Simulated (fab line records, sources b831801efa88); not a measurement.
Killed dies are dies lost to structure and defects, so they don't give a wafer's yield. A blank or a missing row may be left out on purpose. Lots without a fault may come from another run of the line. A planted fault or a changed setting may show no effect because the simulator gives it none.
Split-lot experiment | flow sfq_line | 5 lots, 23 wafers read, on a route of 325 steps

THE SPLIT
At SFQ_TRILAYER_I2_CMP_CMP_064 (polishes SiO2), the setting leave_above_ref_nm was moved away from the recipe's 200 nm on 11 of the 23 wafers read, by -5.2% to +5.2%. The other wafers ran this setting at the recipe's value.

FROM THE SPLIT TO THE READING: what the file shows between them, 6 steps
- SFQ_TRILAYER_I2_METRO_MEASURE_065
- SFQ_TRILAYER_I2_VIA_LITHO_COAT_072: resist thk 62 nm (also split here: spin_rpm)
- SFQ_TRILAYER_I2_VIA_LITHO_EXPOSE_068: exposes mask I2, target cd 500 nm (also split here: dose_mj)
- SFQ_TRILAYER_I2_VIA_LITHO_PEB_070: peb time 60 s
- SFQ_TRILAYER_I2_VIA_LITHO_DEVELOP_069: time 60 s
- SFQ_TRILAYER_I2_VIA_BARC_OPEN_VIA_ETCH_096: etches BARC in O2, target depth 125 nm, time 41.7 s

THE READING
oes_product_au, in a.u., at SFQ_TRILAYER_I2_VIA_ETCH_VIA_ETCH_070 (etches SiO2 in CHF3, stops on Nb, target depth 260 nm). Fault-free wafers of this fab line usually give 0.856 a.u., standard deviation 0.0046 a.u..

wafer  | tool, chamber at the split | leave_above_ref_nm as run, nm | against the recipe | oes_product_au, a.u. | against lot-mates on the recipe
L078.1 | cmp-01, 3                  | 210.4                         | +5.2%              | 0.883                | +0.026
L078.2 | cmp-01, 2,1,2              | 200                           | recipe             | 0.852                | -
L078.3 | cmp-01, 2,1,2              | 200                           | recipe             | 0.861                | -
L078.4 | cmp-01, 0                  | 210.4                         | +5.2%              | 0.886                | +0.029
L078.5 | cmp-01, 2,1,2              | 200                           | recipe             | 0.859                | -
L079.2 | cmp-01, 0                  | 189.7                         | -5.2%              | 0.823                | -0.036
L079.3 | cmp-01, 1                  | 200                           | recipe             | 0.859                | -
L079.4 | cmp-01, 3                  | 189.7                         | -5.2%              | 0.831                | -0.028
L079.5 | cmp-01, 1                  | 189.7                         | -5.2%              | 0.834                | -0.025
L079.6 | cmp-01, 2                  | 200                           | recipe             | 0.860                | -
L080.2 | cmp-02, 3                  | 204.4                         | +2.2%              | 0.867                | +0.014
L080.3 | cmp-02, 0                  | 200                           | recipe             | 0.851                | -
L080.4 | cmp-02, 1                  | 204.4                         | +2.2%              | 0.864                | +0.011
L080.5 | cmp-02, 3                  | 204.4                         | +2.2%              | 0.855                | +0.002
L080.6 | cmp-02, 0                  | 200                           | recipe             | 0.854                | -
L084.1 | cmp-01, 1                  | 200                           | recipe             | 0.856                | -
L084.2 | cmp-01, 0                  | 200                           | recipe             | 0.849                | -
L084.3 | cmp-01, 3                  | 200                           | recipe             | 0.848                | -
L085.1 | cmp-02, 0                  | 204.3                         | +2.2%              | 0.867                | +0.002
L085.3 | cmp-02, 3                  | 200                           | recipe             | 0.867                | -
L085.4 | cmp-02, 1                  | 204.3                         | +2.2%              | 0.862                | -0.003
L085.5 | cmp-02, 0                  | 204.3                         | +2.2%              | 0.873                | +0.008
L085.6 | cmp-02, 1                  | 200                           | recipe             | 0.863                | -
Where a row lists several chambers, the file gives one row for several wafers and doesn't say which wafer went through which chamber.

THE FIT
A straight line over all 23 wafers: oes_product_au changes by +0.00508 a.u. for each +1% of leave_above_ref_nm; r = +0.93; the points scatter about the line by 0.0057 a.u..
The same after taking each lot's own level away (the mean of its wafers on the recipe; 23 wafers): +0.00519 a.u. for each +1%; r = +0.95; scatter 0.0049 a.u..
On that fit, the largest move of leave_above_ref_nm shifts the reading by 0.027 a.u..
The lots' own levels span 0.8510 to 0.8650 a.u., that is 3.0 times the standard deviation above.
So the lot-to-lot level changes the slope little: the two slopes agree.
Check: with one of the wafers moved furthest among these (+5.2%) left out of the fit, the line predicts +0.025 a.u. for it against its lot-mates. It came out at +0.0257 a.u. against them.

OTHER SPLITS ON THESE WAFERS
These wafers also went through other splits before the reading. Each is held against what the fit with the lots' levels taken away leaves over:
other split on the same wafers               | wafers away from the commonest value | r with oes_product_au (lot level and that fit taken away)
SFQ_TRILAYER_I2_VIA_LITHO_COAT_072 spin_rpm  | 6                                    | +0.04
SFQ_TRILAYER_I2_VIA_LITHO_EXPOSE_068 dose_mj | 5                                    | +0.11

THE WHOLE CHAIN: every reading that the file lists as answering this split, in the file's order
step                                  | what it does                                          | reading                                                                                   | change (the file's fit)                   | r (the file's)
SFQ_TRILAYER_I2_CMP_CMP_064           | polishes SiO2                                         | SiO2_of_TRILAYER_I2_DEP_PECVD_063.thk_nm (the simulator's own value, which no gauge read) | +2 nm for each +1% of the setting         | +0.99
SFQ_TRILAYER_I2_METRO_MEASURE_065     |                                                       | thk_nm                                                                                    | +2 nm for each +1% of the setting         | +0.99
SFQ_TRILAYER_I2_VIA_ETCH_VIA_ETCH_070 | etches SiO2 in CHF3, stops on Nb, target depth 260 nm | oes_product_au                                                                            | +0.00509 a.u. for each +1% of the setting | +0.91
SFQ_TRILAYER_I2_VIA_ETCH_VIA_ETCH_070 | etches SiO2 in CHF3, stops on Nb, target depth 260 nm | etch.depth_nm (the simulator's own value, which no gauge read)                            | +2.03 nm for each +1% of the setting      | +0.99
SFQ_TRILAYER_I2_VIA_ETCH_VIA_ETCH_070 | etches SiO2 in CHF3, stops on Nb, target depth 260 nm | I2.feature_depth_nm (the simulator's own value, which no gauge read)                      | +2 nm for each +1% of the setting         | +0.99

THE FILE'S OWN FIT
oes_product_au changes by +0.00509 a.u. for each +1% of leave_above_ref_nm, r = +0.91.
